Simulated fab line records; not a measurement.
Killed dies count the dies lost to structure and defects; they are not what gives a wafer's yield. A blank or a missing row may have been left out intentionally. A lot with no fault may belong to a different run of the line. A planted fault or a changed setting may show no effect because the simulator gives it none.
2 desks looking at one fault -- flow gf180mcu -- only its own numbers are on each desk; what lay behind them is given at the end

AT THE METROLOGY DESK
Means of the sampled wafers that have a number, per lot and without regard to the tool the lot ran on: this is what the gauges read. If a lot's mean is further than 4 standard deviations from the usual mean, the lot is out of limits and carries the mark OUT (the distance appears in the brackets).
Columns: A = PASSIVATION_CVD_00_THK at GF_PASSIVATION_THK_MEAS_01, usual 999 nm
lot,first seen here,A
L500,day 28 05:05,1001
L503,day 29 04:08,999
L504,day 29 18:26,991
L506,day 30 09:47,992
L507,day 30 15:04,1013
L508,day 31 06:28,1006
L509,day 31 10:22,1005
L510,day 31 12:26,1002
L511,day 32 03:37,1000
L512,day 32 05:44,1002
L522,day 34 12:18,1008
L523,day 34 14:02,994
Finding of this desk: none of the 12 lots has anything out of limits.

FOR THE TOOL OWNER'S DESK: plasmaAsher-02
The tool's own readings at GF_M2_STRIP_17 (strips in O2/N2): means of the sampled wafers that have a number, for each lot that ran on this tool. If a lot's mean is further than 4 standard deviations from the usual mean, the lot is out of limits and carries the mark OUT (the distance appears in the brackets).
Columns: A = drypumpMotorCurrentA at GF_M2_STRIP_17, usual 5.8 A; B = heaterPowerW at GF_M2_STRIP_17, usual 330 W; C = n2FlowSccm at GF_M2_STRIP_17, usual 300.0 sccm; D = oesProductAu at GF_M2_STRIP_17, usual 0.558 a.u.; E = stripTimeToEndpointS at GF_M2_STRIP_17, usual 7.88 s
lot,first seen here,A,B,C,D,E
L500,day 19 08:10,5.7,315,299.7,0.557,7.83
L503,day 20 11:41,6.0,343,299.7,0.556,7.86
L507,day 22 06:12,6.0,346,300.0,0.560,7.92
L509,day 23 03:15,5.7,313,299.4,0.557,7.89
L511,day 24 01:55,6.0,338,300.1,0.561,7.89
L512,day 24 08:57,6.0,338,299.5,0.558,7.89
L523,day 27 10:10,6.0,342,298.9,0.555,7.82
Finding of this desk: none of the 7 lots has anything out of limits.

BROUGHT TOGETHER
The metrology desk saw nothing out of limits.
The desk of the tool owner found nothing out of limits.

WHAT HAD BEEN PUT IN BY THE SIMULATOR
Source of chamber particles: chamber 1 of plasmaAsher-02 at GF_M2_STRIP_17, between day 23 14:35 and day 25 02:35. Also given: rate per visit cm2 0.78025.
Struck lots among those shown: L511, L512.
